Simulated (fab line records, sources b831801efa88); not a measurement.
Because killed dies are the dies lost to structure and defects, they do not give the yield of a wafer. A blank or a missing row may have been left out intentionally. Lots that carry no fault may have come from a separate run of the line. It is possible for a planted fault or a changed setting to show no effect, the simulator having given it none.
Code-filled problem report in 8D (eight disciplines) form + flow gf180mcu + the parts of the form that need people (team, actions taken, sign-off) are left out

## 1. THE ISSUE
tilt-deg at GF_HV_LDD_IMPLANT_36 reads a mean of 24.658 degrees on 6 wafers of 2 lots; wafers without a fault read 30.000 degrees with a standard deviation of 0.022. That is -99 or more standard deviations from the usual mean.
Seen first at day 14 13:33 on implanter-03, wafer L869.2. At this step, 42 wafers from 14 lots have a number in the record. By rule, "out" or "out of limits" means more than 4 standard deviations away from the usual mean. The rest of the wafers with a number are treated as sound.

## 2. WHAT IT IS, WHAT IT ISN'T
| question                    | is                     | is not                                                                                                         |
|-----------------------------|------------------------|----------------------------------------------------------------------------------------------------------------|
| which readings at this step | tilt-deg               | -                                                                                                              |
| which lots                  | L869, L871             | L863, L864, L865, L866, L870, L872, L877, L878, L880, L881, L883, L884                                         |
| which wafers of those lots  | all that have a number | -                                                                                                              |
| read on which tools         | implanter-03           | implanter-01, implanter-04                                                                                     |
| when                        | from day 14 13:33      | up to then (12 sound wafers); but 24 sound wafers of L870, L872, L877, L878, L880, L881, L883, L884 came after |

## 3. WHAT RULES OUT EACH SUSPECT
Counting: any tool at a process step up to the reading is kept as a suspect provided that every lot that is out went through it and no sound lot did after the first of them.
- rtp-anneal-02 at GF_VT_IMPLANT_RTA_45 (time 30 s): ruled out as a lasting fault. Sound lots L870, L877, L878, L880, L881, L883 ran on it after its first lot that is out, L869 (day 9 20:44).
- implanter-03 at GF_HV_LDD_IMPLANT_36: ruled out as a lasting fault. Sound lots L880, L883, L884 ran on it after its first lot that is out, L869 (day 14 13:33).
Left after counting: nothing in the record.

## 4. THE CAUSE (what the simulator had put in)
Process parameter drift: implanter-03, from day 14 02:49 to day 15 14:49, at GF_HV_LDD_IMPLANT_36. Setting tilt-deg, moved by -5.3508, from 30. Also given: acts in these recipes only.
Counting ruled it out, wrongly.

## 5. THE EFFECT CHAIN, in route order
Each row: a reading where the mean over the struck wafers with a number is more than 3 standard deviations away from the usual. Readings are gone through only where the record gives a usual standard deviation; hours: the median, over the lots, of the time from a lot's start at the first step in this table giving one to that lot's start at this step; sigmas: the change measured in usual standard deviations.
| hours | step                 | reading  | usual          | on struck wafers | change | sigmas      |
|-------|----------------------|----------|----------------|------------------|--------|-------------|
| 0     | GF_HV_LDD_IMPLANT_36 | tilt-deg | 30.000 degrees | 24.658           | -5.342 | -99 or more |
It contains these process steps:
- GF_HV_LDD_IMPLANT_36
Readings that are blank on the struck wafers while sound wafers have them: HV_LDD_RS at GF_HV_LDD_RS_MEAS_53.
At these later measuring or inspecting steps, every struck wafer for which the step has a row has a number for every such reading, and none has moved that far: GF_HV_LDD_THK_MEAS_57.

## 6. HOW IT WOULD HAVE BEEN CAUGHT EARLIER
The fault began at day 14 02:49; the first out-of-limits reading in this record came at day 14 13:33, 11 hours later.
